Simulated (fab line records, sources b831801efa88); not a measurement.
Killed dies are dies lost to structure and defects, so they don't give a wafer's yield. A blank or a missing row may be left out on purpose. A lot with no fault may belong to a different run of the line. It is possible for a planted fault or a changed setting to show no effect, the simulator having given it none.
fab line records || flow gf180mcu
record: {"lots": 5, "wafers": 15, "last_day": 34}
route steps=602 shown M2@371
lots that met no fault: from a run of the same line without faults
start_h: start of the lot's first displayed wafer, in hours after the record's first day || wait_h: hours elapsed since this lot's preceding step || " unchanged from the row above || L1.1+2: one row covering several wafers at once || - no value, or no start was given || * or withheld: withheld || < > ~ a bound
route shown NAME@n: names a module that has steps shown in the file, with the first one's number in the route || usual: mean and standard deviation over wafers with no fault || same: alike in all rows || chamber/n: place in a boat || sites: the reading at each site || _std_site: standard deviation of those values || _edge_site: the outer-site mean with the inner-site mean subtracted || radius_mm: how far each site lies from the wafer's centre || mask NAME#n: copy n || behind: the last tool/chamber to shape the wafer || hold: cause of the lot's hold/its duration in hours/its outcome || device: the n, p or np transistor that did not switch || end of line: the route-end tests of the same wafers || step lacking rows: just its recipe || killed: count of dies lost to structure and defects at first sort (not the wafer's yield) || map: shows each die of a wafer: x if killed, . if not, _ if none is there
set.NAME: the setting that was run; set.NAME@STEP: the one run at that earlier step || model.NAME: the simulator's own value behind a step, which no gauge read
a table for each step, a row for each wafer; lots at some steps of the route
services: from which hour (start_h, from the record's first day; less than 0 if before it) a tool's chamber was out of use, for how many hours, and why
== steps ==
step: GF_M2_COAT_09
recipe: {"resist": "KrF", "spin_rpm": "withheld", "resist_thk_nm": 1000}
usual: {"exhaust_pa": "45.1/0.96"}
{"lot.wafer": "L074.1", "tool": "litho_track-03", "chamber": 0, "start_h": 420.29, "wait_h": 0.1, "exhaust_pa": 44.5}
{"lot.wafer": "L074.4", "tool": "litho_track-03", "chamber": 0, "start_h": 420.29, "wait_h": 0.1, "exhaust_pa": 45.2}
{"lot.wafer": "L074.6", "tool": "litho_track-03", "chamber": 0, "start_h": 420.29, "wait_h": 0.1, "exhaust_pa": 45.3}
{"lot.wafer": "L082.1", "tool": "litho_track-03", "chamber": 0, "start_h": 491.04, "wait_h": 0.1, "exhaust_pa": 44.0}
{"lot.wafer": "L082.3", "tool": "litho_track-03", "chamber": 0, "start_h": 491.04, "wait_h": 0.1, "exhaust_pa": 44.6}
{"lot.wafer": "L082.6", "tool": "litho_track-03", "chamber": 0, "start_h": 491.04, "wait_h": 0.1, "exhaust_pa": 43.9}
{"lot.wafer": "L087.3", "tool": "litho_track-01", "chamber": 0, "start_h": 548.59, "wait_h": 0.1, "exhaust_pa": 45.1}
{"lot.wafer": "L087.4", "tool": "litho_track-01", "chamber": 0, "start_h": 548.59, "wait_h": 0.1, "exhaust_pa": 45.1}
{"lot.wafer": "L087.6", "tool": "litho_track-01", "chamber": 0, "start_h": 548.59, "wait_h": 0.1, "exhaust_pa": 46.1}
{"lot.wafer": "L090.3", "tool": "litho_track-01", "chamber": 0, "start_h": 570.14, "wait_h": 0.1, "exhaust_pa": 45.6}
{"lot.wafer": "L090.4", "tool": "litho_track-01", "chamber": 0, "start_h": 570.14, "wait_h": 0.1, "exhaust_pa": 46.1}
{"lot.wafer": "L090.6", "tool": "litho_track-01", "chamber": 0, "start_h": 570.14, "wait_h": 0.1, "exhaust_pa": 45.3}
{"lot.wafer": "L097.1", "tool": "litho_track-01", "chamber": 0, "start_h": 616.04, "wait_h": 0.1, "exhaust_pa": 44.9}
{"lot.wafer": "L097.2", "tool": "litho_track-01", "chamber": 0, "start_h": 616.04, "wait_h": 0.1, "exhaust_pa": 45.5}
{"lot.wafer": "L097.3", "tool": "litho_track-01", "chamber": 0, "start_h": 616.04, "wait_h": 0.1, "exhaust_pa": 44.9}
step: GF_M2_SOFTBAKE_10
recipe: {"temp_c": 130, "time_s": 60, "resist": "KrF"}
usual: {"exhaust_pa": "44.9/0.9"}
{"lot.wafer": "L074.1", "tool": "litho_track-03", "chamber": 0, "start_h": 420.44, "wait_h": 0.1, "exhaust_pa": 45.1}
{"lot.wafer": "L074.4", "tool": "litho_track-03", "chamber": 0, "start_h": 420.44, "wait_h": 0.1, "exhaust_pa": 44.4}
{"lot.wafer": "L074.6", "tool": "litho_track-03", "chamber": 0, "start_h": 420.44, "wait_h": 0.1, "exhaust_pa": 44.9}
{"lot.wafer": "L082.1", "tool": "litho_track-03", "chamber": 0, "start_h": 491.19, "wait_h": 0.1, "exhaust_pa": 45.4}
{"lot.wafer": "L082.3", "tool": "litho_track-03", "chamber": 0, "start_h": 491.19, "wait_h": 0.1, "exhaust_pa": 46.2}
{"lot.wafer": "L082.6", "tool": "litho_track-03", "chamber": 0, "start_h": 491.19, "wait_h": 0.1, "exhaust_pa": 46.6}
{"lot.wafer": "L087.3", "tool": "litho_track-01", "chamber": 0, "start_h": 548.74, "wait_h": 0.1, "exhaust_pa": 44.6}
{"lot.wafer": "L087.4", "tool": "litho_track-01", "chamber": 0, "start_h": 548.74, "wait_h": 0.1, "exhaust_pa": 45.9}
{"lot.wafer": "L087.6", "tool": "litho_track-01", "chamber": 0, "start_h": 548.74, "wait_h": 0.1, "exhaust_pa": 45.4}
{"lot.wafer": "L090.3", "tool": "litho_track-01", "chamber": 0, "start_h": 570.29, "wait_h": 0.1, "exhaust_pa": 44.4}
{"lot.wafer": "L090.4", "tool": "litho_track-01", "chamber": 0, "start_h": 570.29, "wait_h": 0.1, "exhaust_pa": 44.4}
{"lot.wafer": "L090.6", "tool": "litho_track-01", "chamber": 0, "start_h": 570.29, "wait_h": 0.1, "exhaust_pa": 46.3}
{"lot.wafer": "L097.1", "tool": "litho_track-01", "chamber": 0, "start_h": 616.19, "wait_h": 0.1, "exhaust_pa": 42.9}
{"lot.wafer": "L097.2", "tool": "litho_track-01", "chamber": 0, "start_h": 616.19, "wait_h": 0.1, "exhaust_pa": 44.0}
{"lot.wafer": "L097.3", "tool": "litho_track-01", "chamber": 0, "start_h": 616.19, "wait_h": 0.1, "exhaust_pa": 43.1}
step: GF_M2_EXPOSE_11
recipe: {"mask_id": "Metal2", "target_cd_nm": 280, "na": 0.68, "source_shape": "conventional", "sigma_outer": 0.6, "dose_mj": 28}
{"lot.wafer": "L074.1+4+6", "tool": "krf_scanner-02", "chamber": 0, "start_h": "-", "wait_h": "-", "mask": "Metal2#0"}
{"lot.wafer": "L082.1+3+6", "tool": "krf_scanner-01", "chamber": 0, "start_h": "-", "wait_h": "-", "mask": "Metal2#0"}
{"lot.wafer": "L087.3+4+6", "tool": "krf_scanner-02", "chamber": 0, "start_h": "-", "wait_h": "-", "mask": "Metal2#0"}
{"lot.wafer": "L090.3+4+6", "tool": "krf_scanner-01", "chamber": 0, "start_h": "-", "wait_h": "-", "mask": "Metal2#0"}
{"lot.wafer": "L097.1+2+3", "tool": "krf_scanner-02", "chamber": 0, "start_h": "-", "wait_h": "-", "mask": "Metal2#0"}
step: GF_M2_PEB_12
recipe: {"peb_temp_c": 135, "peb_time_s": 90, "resist": "KrF"}
usual: {"exhaust_pa": "44.9/0.76"}
{"lot.wafer": "L074.1", "tool": "litho_track-02", "chamber": 0, "start_h": "-", "wait_h": "-", "exhaust_pa": 44.3}
{"lot.wafer": "L074.4", "tool": "litho_track-02", "chamber": 0, "start_h": "-", "wait_h": "-", "exhaust_pa": 44.2}
{"lot.wafer": "L074.6", "tool": "litho_track-02", "chamber": 0, "start_h": "-", "wait_h": "-", "exhaust_pa": 45.4}
{"lot.wafer": "L082.1", "tool": "litho_track-02", "chamber": 0, "start_h": "-", "wait_h": "-", "exhaust_pa": 44.6}
{"lot.wafer": "L082.3", "tool": "litho_track-02", "chamber": 0, "start_h": "-", "wait_h": "-", "exhaust_pa": 45.6}
{"lot.wafer": "L082.6", "tool": "litho_track-02", "chamber": 0, "start_h": "-", "wait_h": "-", "exhaust_pa": 43.5}
{"lot.wafer": "L087.3", "tool": "litho_track-02", "chamber": 0, "start_h": "-", "wait_h": "-", "exhaust_pa": 45.1}
{"lot.wafer": "L087.4", "tool": "litho_track-02", "chamber": 0, "start_h": "-", "wait_h": "-", "exhaust_pa": 45.5}
{"lot.wafer": "L087.6", "tool": "litho_track-02", "chamber": 0, "start_h": "-", "wait_h": "-", "exhaust_pa": 45.6}
{"lot.wafer": "L090.3", "tool": "litho_track-01", "chamber": 0, "start_h": "-", "wait_h": "-", "exhaust_pa": 45.9}
{"lot.wafer": "L090.4", "tool": "litho_track-01", "chamber": 0, "start_h": "-", "wait_h": "-", "exhaust_pa": 45.2}
{"lot.wafer": "L090.6", "tool": "litho_track-01", "chamber": 0, "start_h": "-", "wait_h": "-", "exhaust_pa": 44.7}
{"lot.wafer": "L097.1", "tool": "litho_track-01", "chamber": 0, "start_h": "-", "wait_h": "-", "exhaust_pa": 45.6}
{"lot.wafer": "L097.2", "tool": "litho_track-01", "chamber": 0, "start_h": "-", "wait_h": "-", "exhaust_pa": 43.4}
{"lot.wafer": "L097.3", "tool": "litho_track-01", "chamber": 0, "start_h": "-", "wait_h": "-", "exhaust_pa": 45.3}
step: GF_M2_DEVELOP_13
recipe: {"develop_time_s": 60, "dev_temp_c": 21}
usual: {"exhaust_pa": "45.0/0.87"}
{"lot.wafer": "L074.1", "tool": "litho_track-02", "chamber": 0, "start_h": 432.78, "wait_h": 0.2, "exhaust_pa": 45.1}
{"lot.wafer": "L074.4", "tool": "litho_track-02", "chamber": 0, "start_h": 432.78, "wait_h": 0.2, "exhaust_pa": 46.1}
{"lot.wafer": "L074.6", "tool": "litho_track-02", "chamber": 0, "start_h": 432.78, "wait_h": 0.2, "exhaust_pa": 46.5}
{"lot.wafer": "L082.1", "tool": "litho_track-02", "chamber": 0, "start_h": 502.58, "wait_h": 0.2, "exhaust_pa": 45.9}
{"lot.wafer": "L082.3", "tool": "litho_track-02", "chamber": 0, "start_h": 502.58, "wait_h": 0.2, "exhaust_pa": 44.4}
{"lot.wafer": "L082.6", "tool": "litho_track-02", "chamber": 0, "start_h": 502.58, "wait_h": 0.2, "exhaust_pa": 47.2}
{"lot.wafer": "L087.3", "tool": "litho_track-02", "chamber": 0, "start_h": 559.78, "wait_h": 0.1, "exhaust_pa": 44.3}
{"lot.wafer": "L087.4", "tool": "litho_track-02", "chamber": 0, "start_h": 559.78, "wait_h": 0.1, "exhaust_pa": 44.2}
{"lot.wafer": "L087.6", "tool": "litho_track-02", "chamber": 0, "start_h": 559.78, "wait_h": 0.1, "exhaust_pa": 45.2}
{"lot.wafer": "L090.3", "tool": "litho_track-01", "chamber": 0, "start_h": 580.39, "wait_h": 0.1, "exhaust_pa": 42.8}
{"lot.wafer": "L090.4", "tool": "litho_track-01", "chamber": 0, "start_h": 580.39, "wait_h": 0.1, "exhaust_pa": 44.7}
{"lot.wafer": "L090.6", "tool": "litho_track-01", "chamber": 0, "start_h": 580.39, "wait_h": 0.1, "exhaust_pa": 44.3}
{"lot.wafer": "L097.1", "tool": "litho_track-01", "chamber": 0, "start_h": 626.19, "wait_h": 0.2, "exhaust_pa": 44.4}
{"lot.wafer": "L097.2", "tool": "litho_track-01", "chamber": 0, "start_h": 626.19, "wait_h": 0.2, "exhaust_pa": 43.4}
{"lot.wafer": "L097.3", "tool": "litho_track-01", "chamber": 0, "start_h": 626.19, "wait_h": 0.2, "exhaust_pa": 43.4}
step: GF_M2_CD_MEAS_14
recipe: {"target_cd_nm": 280}
usual: {"cd_nm": "280.3/1.5"}
{"lot.wafer": "L074.1", "tool": "cd_sem-01", "chamber": "-", "start_h": 432.93, "wait_h": 0.1, "cd_nm": 281.5}
{"lot.wafer": "L074.4", "tool": "cd_sem-01", "chamber": "-", "start_h": 432.93, "wait_h": 0.1, "cd_nm": 281.7}
{"lot.wafer": "L074.6", "tool": "cd_sem-01", "chamber": "-", "start_h": 432.93, "wait_h": 0.1, "cd_nm": 280.2}
{"lot.wafer": "L082.1", "tool": "cd_sem-01", "chamber": "-", "start_h": 502.73, "wait_h": 0.1, "cd_nm": 279.1}
{"lot.wafer": "L082.3", "tool": "cd_sem-01", "chamber": "-", "start_h": 502.73, "wait_h": 0.1, "cd_nm": 279.9}
{"lot.wafer": "L082.6", "tool": "cd_sem-01", "chamber": "-", "start_h": 502.73, "wait_h": 0.1, "cd_nm": 280.5}
{"lot.wafer": "L087.3", "tool": "cd_sem-02", "chamber": "-", "start_h": 559.92, "wait_h": 0.1, "cd_nm": 279.4}
{"lot.wafer": "L087.4", "tool": "cd_sem-02", "chamber": "-", "start_h": 559.92, "wait_h": 0.1, "cd_nm": 279.2}
{"lot.wafer": "L087.6", "tool": "cd_sem-02", "chamber": "-", "start_h": 559.92, "wait_h": 0.1, "cd_nm": 280.5}
{"lot.wafer": "L090.3", "tool": "cd_sem-02", "chamber": "-", "start_h": 580.53, "wait_h": 0.1, "cd_nm": 280.4}
{"lot.wafer": "L090.4", "tool": "cd_sem-02", "chamber": "-", "start_h": 580.53, "wait_h": 0.1, "cd_nm": 279.9}
{"lot.wafer": "L090.6", "tool": "cd_sem-02", "chamber": "-", "start_h": 580.53, "wait_h": 0.1, "cd_nm": 280.0}
{"lot.wafer": "L097.1", "tool": "cd_sem-01", "chamber": "-", "start_h": 626.34, "wait_h": 0.1, "cd_nm": 281.4}
{"lot.wafer": "L097.2", "tool": "cd_sem-01", "chamber": "-", "start_h": 626.34, "wait_h": 0.1, "cd_nm": 281.1}
{"lot.wafer": "L097.3", "tool": "cd_sem-01", "chamber": "-", "start_h": 626.34, "wait_h": 0.1, "cd_nm": 280.2}
step: GF_M2_OVL_MEAS_15
usual: {"M2_OVL": "0/5.1"}
{"lot.wafer": "L074.1", "tool": "overlay-01", "chamber": "-", "start_h": 433.05, "wait_h": 0.1, "M2_OVL[nm]": 7}
{"lot.wafer": "L074.4", "tool": "overlay-01", "chamber": "-", "start_h": 433.05, "wait_h": 0.1, "M2_OVL[nm]": -5}
{"lot.wafer": "L074.6", "tool": "overlay-01", "chamber": "-", "start_h": 433.05, "wait_h": 0.1, "M2_OVL[nm]": -3}
{"lot.wafer": "L082.1", "tool": "overlay-02", "chamber": "-", "start_h": 502.85, "wait_h": 0.1, "M2_OVL[nm]": -3}
{"lot.wafer": "L082.3", "tool": "overlay-02", "chamber": "-", "start_h": 502.85, "wait_h": 0.1, "M2_OVL[nm]": 1}
{"lot.wafer": "L082.6", "tool": "overlay-02", "chamber": "-", "start_h": 502.85, "wait_h": 0.1, "M2_OVL[nm]": 10}
{"lot.wafer": "L087.3", "tool": "overlay-01", "chamber": "-", "start_h": 560.01, "wait_h": 0.1, "M2_OVL[nm]": 1}
{"lot.wafer": "L087.4", "tool": "overlay-01", "chamber": "-", "start_h": 560.01, "wait_h": 0.1, "M2_OVL[nm]": -9}
{"lot.wafer": "L087.6", "tool": "overlay-01", "chamber": "-", "start_h": 560.01, "wait_h": 0.1, "M2_OVL[nm]": -13}
{"lot.wafer": "L090.3", "tool": "overlay-01", "chamber": "-", "start_h": 580.62, "wait_h": 0.1, "M2_OVL[nm]": -4}
{"lot.wafer": "L090.4", "tool": "overlay-01", "chamber": "-", "start_h": 580.62, "wait_h": 0.1, "M2_OVL[nm]": 1}
{"lot.wafer": "L090.6", "tool": "overlay-01", "chamber": "-", "start_h": 580.62, "wait_h": 0.1, "M2_OVL[nm]": 0}
{"lot.wafer": "L097.1", "tool": "overlay-01", "chamber": "-", "start_h": 626.46, "wait_h": 0.1, "M2_OVL[nm]": 5}
{"lot.wafer": "L097.2", "tool": "overlay-01", "chamber": "-", "start_h": 626.46, "wait_h": 0.1, "M2_OVL[nm]": -3}
{"lot.wafer": "L097.3", "tool": "overlay-01", "chamber": "-", "start_h": 626.46, "wait_h": 0.1, "M2_OVL[nm]": 3}
step: GF_M2_METAL_ETCH_16
recipe: {"chemistry": "Cl2/BCl3", "mask_material": "KrF", "target_depth_nm": 627.5, "stop_on": "SiO2", "pressure_mtorr": 8, "icp_w": 800, "bias_w": 140, "Cl2_flow_sccm": 80, "bcl3_flow_sccm": 40, "time_s": 104.6}
usual: {"drypump_motor_current_A": "6.0/0.6", "he_backside_leak_sccm": "3.28/0.24", "mfc_cl2_sccm": "80.04/0.24", "oes_product_au": "0.972/0.0061", "throttle_valve_pct": "28.250/0.01"}
{"lot.wafer": "L074.1", "tool": "rie_metal-01", "chamber": 0, "start_h": 433.09, "wait_h": 0.0, "drypump_motor_current_A": 5.5, "he_backside_leak_sccm": 3.01, "mfc_cl2_sccm": 79.99, "oes_product_au": 0.985, "rf_hours_counter_h": 8, "throttle_valve_pct": 28.254}
{"lot.wafer": "L074.4", "tool": "rie_metal-01", "chamber": 0, "start_h": 433.09, "wait_h": 0.0, "drypump_motor_current_A": 5.6, "he_backside_leak_sccm": 2.99, "mfc_cl2_sccm": 79.92, "oes_product_au": 0.967, "rf_hours_counter_h": "-", "throttle_valve_pct": 28.256}
{"lot.wafer": "L074.6", "tool": "rie_metal-01", "chamber": 1, "start_h": 433.09, "wait_h": 0.0, "drypump_motor_current_A": 5.9, "he_backside_leak_sccm": 3.12, "mfc_cl2_sccm": 80.16, "oes_product_au": 0.974, "rf_hours_counter_h": "-", "throttle_valve_pct": 28.239}
{"lot.wafer": "L082.1", "tool": "rie_metal-04", "chamber": 1, "start_h": 502.89, "wait_h": 0.0, "drypump_motor_current_A": 4.7, "he_backside_leak_sccm": 3.42, "mfc_cl2_sccm": 80.11, "oes_product_au": 0.976, "rf_hours_counter_h": 1, "throttle_valve_pct": 28.229}
{"lot.wafer": "L082.3", "tool": "rie_metal-04", "chamber": 1, "start_h": 502.89, "wait_h": 0.0, "drypump_motor_current_A": 4.7, "he_backside_leak_sccm": 3.33, "mfc_cl2_sccm": 79.87, "oes_product_au": 0.973, "rf_hours_counter_h": "-", "throttle_valve_pct": 28.260}
{"lot.wafer": "L082.6", "tool": "rie_metal-04", "chamber": 1, "start_h": 502.89, "wait_h": 0.0, "drypump_motor_current_A": 4.7, "he_backside_leak_sccm": 3.42, "mfc_cl2_sccm": 79.98, "oes_product_au": 0.978, "rf_hours_counter_h": "-", "throttle_valve_pct": 28.241}
{"lot.wafer": "L087.3", "tool": "rie_metal-03", "chamber": 1, "start_h": 560.08, "wait_h": 0.1, "drypump_motor_current_A": 6.7, "he_backside_leak_sccm": 4.96, "mfc_cl2_sccm": 80.04, "oes_product_au": 0.968, "rf_hours_counter_h": "-", "throttle_valve_pct": 28.241}
{"lot.wafer": "L087.4", "tool": "rie_metal-03", "chamber": 0, "start_h": 560.08, "wait_h": 0.1, "drypump_motor_current_A": 6.5, "he_backside_leak_sccm": 3.59, "mfc_cl2_sccm": 80.26, "oes_product_au": 0.975, "rf_hours_counter_h": "-", "throttle_valve_pct": 28.258}
{"lot.wafer": "L087.6", "tool": "rie_metal-03", "chamber": 0, "start_h": 560.08, "wait_h": 0.1, "drypump_motor_current_A": 6.5, "he_backside_leak_sccm": 3.56, "mfc_cl2_sccm": 80.05, "oes_product_au": 0.967, "rf_hours_counter_h": "-", "throttle_valve_pct": 28.245}
{"lot.wafer": "L090.3", "tool": "rie_metal-03", "chamber": 0, "start_h": 580.69, "wait_h": 0.1, "drypump_motor_current_A": 6.4, "he_backside_leak_sccm": 3.26, "mfc_cl2_sccm": 80.24, "oes_product_au": 0.967, "rf_hours_counter_h": "-", "throttle_valve_pct": 28.272}
{"lot.wafer": "L090.4", "tool": "rie_metal-03", "chamber": 1, "start_h": 580.69, "wait_h": 0.1, "drypump_motor_current_A": 6.7, "he_backside_leak_sccm": 3.29, "mfc_cl2_sccm": 79.86, "oes_product_au": 0.964, "rf_hours_counter_h": "-", "throttle_valve_pct": 28.246}
{"lot.wafer": "L090.6", "tool": "rie_metal-03", "chamber": 0, "start_h": 580.69, "wait_h": 0.1, "drypump_motor_current_A": 6.4, "he_backside_leak_sccm": 3.42, "mfc_cl2_sccm": 80.15, "oes_product_au": 0.963, "rf_hours_counter_h": "-", "throttle_valve_pct": 28.258}
{"lot.wafer": "L097.1", "tool": "rie_metal-01", "chamber": 0, "start_h": 626.50, "wait_h": 0.0, "drypump_motor_current_A": 5.5, "he_backside_leak_sccm": 3.00, "mfc_cl2_sccm": 79.76, "oes_product_au": 0.976, "rf_hours_counter_h": 0, "throttle_valve_pct": 28.244}
{"lot.wafer": "L097.2", "tool": "rie_metal-01", "chamber": 1, "start_h": 626.50, "wait_h": 0.0, "drypump_motor_current_A": 5.9, "he_backside_leak_sccm": 3.24, "mfc_cl2_sccm": 79.80, "oes_product_au": 0.974, "rf_hours_counter_h": 4, "throttle_valve_pct": 28.241}
{"lot.wafer": "L097.3", "tool": "rie_metal-01", "chamber": 1, "start_h": 626.50, "wait_h": 0.0, "drypump_motor_current_A": 5.9, "he_backside_leak_sccm": 3.22, "mfc_cl2_sccm": 79.83, "oes_product_au": 0.976, "rf_hours_counter_h": "-", "throttle_valve_pct": 28.258}
== services ==
{"tool": "krf_scanner-02", "chamber": "-", "start_h": 399.29, "hours": 0.8, "kind": "pm"}
{"tool": "krf_scanner-02", "chamber": "-", "start_h": 405.36, "hours": 4.0, "kind": "pm"}
{"tool": "krf_scanner-02", "chamber": "-", "start_h": 418.92, "hours": 1.3, "kind": "pm"}
{"tool": "rie_metal-04", "chamber": "-", "start_h": 433.60, "hours": 0.6, "kind": "repair"}
{"tool": "krf_scanner-01", "chamber": 0, "start_h": 436.12, "hours": "-", "kind": "calibration"}
{"tool": "krf_scanner-01", "chamber": "-", "start_h": 439.17, "hours": 3.6, "kind": "pm"}
{"tool": "krf_scanner-01", "chamber": "-", "start_h": 446.85, "hours": 0.3, "kind": "repair"}
{"tool": "krf_scanner-01", "chamber": "-", "start_h": 465.26, "hours": 0.8, "kind": "pm"}
{"tool": "krf_scanner-01", "chamber": "-", "start_h": 472.83, "hours": 1.0, "kind": "pm"}
{"tool": "krf_scanner-01", "chamber": "-", "start_h": 481.65, "hours": 0.3, "kind": "repair"}
{"tool": "krf_scanner-02", "chamber": "-", "start_h": 491.02, "hours": 3.6, "kind": "pm"}
{"tool": "krf_scanner-02", "chamber": 0, "start_h": 492.83, "hours": "-", "kind": "calibration"}
{"tool": "krf_scanner-01", "chamber": "-", "start_h": 494.11, "hours": 0.1, "kind": "repair"}
{"tool": "krf_scanner-02", "chamber": "-", "start_h": 494.58, "hours": 0.8, "kind": "pm"}
{"tool": "krf_scanner-02", "chamber": "-", "start_h": 498.16, "hours": 1.0, "kind": "pm"}
{"tool": "krf_scanner-01", "chamber": "-", "start_h": 499.16, "hours": 1.3, "kind": "pm"}
{"tool": "krf_scanner-01", "chamber": "-", "start_h": 544.66, "hours": 0.6, "kind": "repair"}
{"tool": "rie_metal-01", "chamber": "-", "start_h": 581.86, "hours": 2.8, "kind": "pm"}
{"tool": "krf_scanner-02", "chamber": "-", "start_h": 584.96, "hours": 0.4, "kind": "repair"}
{"tool": "krf_scanner-02", "chamber": "-", "start_h": 594.82, "hours": 1.3, "kind": "pm"}
{"tool": "rie_metal-04", "chamber": 0, "start_h": 595.77, "hours": 2.5, "kind": "repair"}
{"tool": "rie_metal-01", "chamber": "-", "start_h": 604.67, "hours": 2.0, "kind": "repair"}
{"tool": "krf_scanner-01", "chamber": "-", "start_h": 608.79, "hours": 6.1, "kind": "repair"}
{"tool": "rie_metal-01", "chamber": "-", "start_h": 616.25, "hours": 1.5, "kind": "repair"}
== key ==
fault none
